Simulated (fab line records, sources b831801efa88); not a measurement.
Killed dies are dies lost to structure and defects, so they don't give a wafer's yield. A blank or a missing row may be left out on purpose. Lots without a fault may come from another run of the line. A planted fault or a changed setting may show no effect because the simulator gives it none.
fab line records | flow sky130
record lots=6 wafers=18 last_day=50
route steps=708 shown RES_PROTECT@212 POLY_GATE@213
lots that met no fault: from a run of the same line without faults
start_h: hours from the record's first day to the start of the lot's first wafer shown | wait_h: hours since the lot's step before | " the same as in the row above | L1.1+2: a row that stands for several wafers | - no value, or no start given | * or withheld: withheld | < > ~ a bound
route shown NAME@n: a module of which the file shows steps, and the number in the route of the first | usual: mean/standard deviation of fault-free wafers | same: alike in all rows | chamber/n: place in a boat | sites: the reading at each site | _std_site: their standard deviation | _edge_site: outer sites' mean less inner sites' | radius_mm: how far each site lies from the wafer's centre | mask NAME#n: copy n | behind: the tool/chamber that last shaped the wafer | hold: why the lot was held/for how many hours/how that ended | device: the transistor (n, p or np) that didn't switch | end of line: the same wafers' tests at the end of the route | a step without rows: its recipe alone | killed: dies lost to structure and defects at the first sort, not the wafer's yield | map: a wafer's dies, x killed, . not, _ none there
set.NAME: the setting as run; set.NAME@STEP: as run at that earlier step | model.NAME: the simulator's own value behind a step, which no gauge read
lots at some steps of the route; a table a step, a row a wafer
services: from which hour (start_h, from the record's first day; less than 0 if before it) a tool's chamber was out of use, for how many hours, and why
## steps
# step SKY_RES_PROTECT_DEVELOP_06
# recipe resist=NOVOLAK developer=TMAH develop_time_s=60 dev_temp_c=23
# step SKY_POLY_GATE_IMPLANT_02
# recipe species=P energy_kev=30 dose_cm2=7.7e+15 tilt_deg=0
# step SKY_RES_PROTECT_STRIP_07
# recipe chemistry=O2/N2 power_w=1400 pressure_mtorr=1500 platen_temp_c=withheld o2_flow_sccm=3000 n2_flow_sccm=300 overash_fraction=0.5
# usual drypump_motor_current_A=5.7/0.44 n2_flow_sccm=300.1/0.9 oes_product_au=0.518/0.0047 strip_time_to_endpoint_s=23.29/0.04
# columns lot.wafer tool chamber start_h wait_h drypump_motor_current_A n2_flow_sccm oes_product_au rf_hours_counter_h strip_time_to_endpoint_s
L472.1 plasma_asher-03 1 357.70 0.1 6.0 300.2 0.522 58 23.29
L472.3 " 0 " " 5.1 299.9 0.521 - 23.28
L472.6 " 0 " " 5.0 300.7 0.524 - 23.30
L474.1 plasma_asher-01 1 387.25 0.1 5.4 299.7 0.518 67 23.27
L474.4 " 1 " " 5.4 299.5 0.512 - 23.28
L474.6 " 0 " " 6.4 298.8 0.509 - 23.32
L476.1 plasma_asher-03 1 393.68 0.1 6.0 299.7 0.518 61 23.27
L476.2 " 0 " " 5.0 299.4 0.516 61 23.31
L476.6 " 1 " " 6.0 299.3 0.517 - 23.25
L480.2 plasma_asher-03 0 438.35 0.1 5.0 300.1 0.519 66 23.30
L480.4 " 0 " " 5.1 300.6 0.514 - 23.32
L480.6 " 0 " " 5.1 299.1 0.528 - 23.34
L488.3 plasma_asher-01 1 501.19 0.1 5.4 301.1 0.524 - 23.25
L488.5 " 1 " " 5.4 300.9 0.511 - 23.24
L488.6 " 0 " " 6.3 299.7 0.523 - 23.21
L491.2 plasma_asher-03 0 527.68 0.1 5.0 299.5 0.516 74 23.25
L491.4 " 0 " " 5.0 298.4 0.518 - 23.27
L491.6 " 1 " " 6.0 299.4 0.517 - 23.29
# step SKY_RES_PROTECT_TW_MEAS_08
# usual POLY_GATE_TW=4038/67
# columns lot.wafer tool chamber start_h wait_h POLY_GATE_TW
L472.1 film_metro-02 - 357.80 0.1 3941
L472.3 " - " " 3950
L472.6 " - " " 3959
L474.1 film_metro-02 - 387.35 0.1 3983
L474.4 " - " " 3991
L474.6 " - " " 3967
L476.1 film_metro-02 - 393.78 0.1 3931
L476.2 " - " " 3970
L476.6 " - " " 3928
L480.2 film_metro-02 - 438.46 0.1 3943
L480.4 " - " " 3952
L480.6 " - " " 3953
L488.3 film_metro-03 - 501.27 0.1 4085
L488.5 " - " " 4084
L488.6 " - " " 4087
L491.2 film_metro-04 - 527.79 0.1 4119
L491.4 " - " " 4119
L491.6 " - " " 4103
# step SKY_RES_PROTECT_CLEAN_09
# recipe chemistry=SC1/SC2 mix=1:4:20 temp_c=70 time_s=150 dry=n2_spin
# step SKY_POLY_GATE_CVD_03
# recipe material=Si3N4 precursor=DCS/NH3 target_thk_nm=75 temp_c=770 time_s=1290 pressure_mtorr=250
# step SKY_POLY_GATE_THK_MEAS_04
# recipe reads=Si3N4_of_POLY_GATE_CVD_03
# usual POLY_GATE_CVD_03_THK=75.2/0.8
# columns lot.wafer tool chamber start_h wait_h POLY_GATE_CVD_03_THK[nm]
L472.1 film_metro-04 - 359.84 0.0 73.9
L472.3 " - " " 73.8
L472.6 " - " " 74.1
L474.1 film_metro-01 - 388.82 0.0 74.2
L474.4 " - " " 74.4
L474.6 " - " " 74.2
L476.1 film_metro-03 - 395.31 0.0 75.0
L476.2 " - " " 75.0
L476.6 " - " " 75.7
L480.2 film_metro-04 - 439.92 0.0 75.2
L480.4 " - " " 74.9
L480.6 " - " " 75.5
L488.3 film_metro-03 - 502.74 0.0 75.2
L488.5 " - " " 74.7
L488.6 " - " " 74.7
L491.2 film_metro-04 - 529.93 0.0 74.1
L491.4 " - " " 74.9
L491.6 " - " " 75.4
# step SKY_POLY_GATE_DEHYDRATE_05
# recipe temp_c=200 time_s=60
# step SKY_POLY_GATE_HMDS_06
# recipe prime_time_s=60 prime_temp_c=120
# step SKY_POLY_GATE_COAT_07
# recipe resist=BARC temp_c=withheld time_s=withheld spin_rpm=3000 resist_thk_nm=110
# step SKY_POLY_GATE_COAT_08
# recipe resist=KrF-thick spin_rpm=3000 resist_thk_nm=450
# step SKY_POLY_GATE_SOFTBAKE_09
# recipe temp_c=100 time_s=90 resist=KrF-thick
# step SKY_POLY_GATE_EXPOSE_10
# recipe mask_id=P1M na=0.68 source_shape=conventional sigma_outer=0.6 target_cd_nm=150 dose_mj=28
# usual exposure_dose_mJ_cm2=27.988/0.029 focus_offset_nm=0.1/0.48
# columns lot.wafer tool chamber start_h wait_h mask exposure_dose_mJ_cm2 focus_offset_nm
L472.1 krf_scanner-01 0 374.17 - P1M#0 28.010 0.3
L472.3 " 0 " " P1M#0 27.977 0.0
L472.6 " 0 " " P1M#0 27.995 0.0
L474.1 krf_scanner-01 - 404.17 - P1M#0 - -
L474.4 " - " " P1M#0 - -
L474.6 " - " " P1M#0 - -
L476.1 krf_scanner-01 - 409.80 - P1M#0 - -
L476.2 " - " " P1M#0 - -
L476.6 " - " " P1M#0 - -
L480.2 krf_scanner-02 0 456.07 - P1M#0 28.020 0.1
L480.4 " 0 " " P1M#0 28.017 -0.4
L480.6 " 0 " " P1M#0 28.013 -0.5
L488.3 krf_scanner-02 0 517.99 - P1M#0 27.955 -0.1
L488.5 " 0 " " P1M#0 27.993 0.0
L488.6 " 0 " " P1M#0 27.951 0.9
L491.2 krf_scanner-02 0 545.00 - P1M#0 27.963 0.1
L491.4 " 0 " " P1M#0 28.004 0.6
L491.6 " 0 " " P1M#0 27.977 0.1
# step SKY_POLY_GATE_PEB_11
# recipe peb_temp_c=withheld peb_time_s=withheld resist=KrF-thick
## services
# columns tool chamber start_h hours kind
krf_scanner-02 - 353.52 0.6 repair
krf_scanner-01 - 372.26 1.3 pm
krf_scanner-02 - 373.56 1.3 pm
krf_scanner-02 - 380.97 0.4 repair
krf_scanner-01 - 424.06 4.4 pm
krf_scanner-02 - 428.43 1.0 pm
krf_scanner-01 - 438.44 3.6 pm
krf_scanner-01 - 443.61 1.2 repair
krf_scanner-02 - 447.94 0.3 repair
krf_scanner-01 0 454.54 - calibration
krf_scanner-02 0 461.51 - calibration
krf_scanner-01 - 468.86 1.0 pm
krf_scanner-02 - 479.03 0.8 pm
krf_scanner-02 - 483.97 4.4 pm
plasma_asher-03 - 484.67 0.5 repair
krf_scanner-01 - 501.51 0.8 pm
krf_scanner-01 - 536.01 1.1 repair
krf_scanner-01 - 539.35 19.8 repair
krf_scanner-01 - 541.26 0.9 repair
## key
first_sign step=SKY_POLY_GATE_EXPOSE_10 reading=tool_record direction=missing
effect none on later readings
met_at SKY_POLY_GATE_EXPOSE_10
struck_wafers L474.1,L474.4,L474.6,L476.1,L476.2,L476.6
later_rows_left_out L474.1,L474.4,L474.6,L476.1,L476.2,L476.6
sort_left_out L474.1,L474.4,L474.6,L476.1,L476.2,L476.6
tester_left_out L474,L476
onset_between 374.17 404.17
fault kind=skipped_step_whole tool=krf_scanner-01 chamber=- onset_h=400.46 steps=SKY_POLY_GATE_EXPOSE_10 scope=struck_lots_only
# tester_left_out: of these lots the tester's yield and bins aren't shown, on N5 and GAA mostly nor the transistor test; their killed dies are dies lost to structure and defects alone, not to doping, threshold or leakage, so they don't give the yield
# sort_left_out: the simulated sort isn't trusted on such a fault, so these wafers' sort isn't shown, and their yield isn't known
# later_rows_left_out: the simulator's readings of these wafers behind a module that went badly wrong aren't trusted and aren't shown, but for the sort
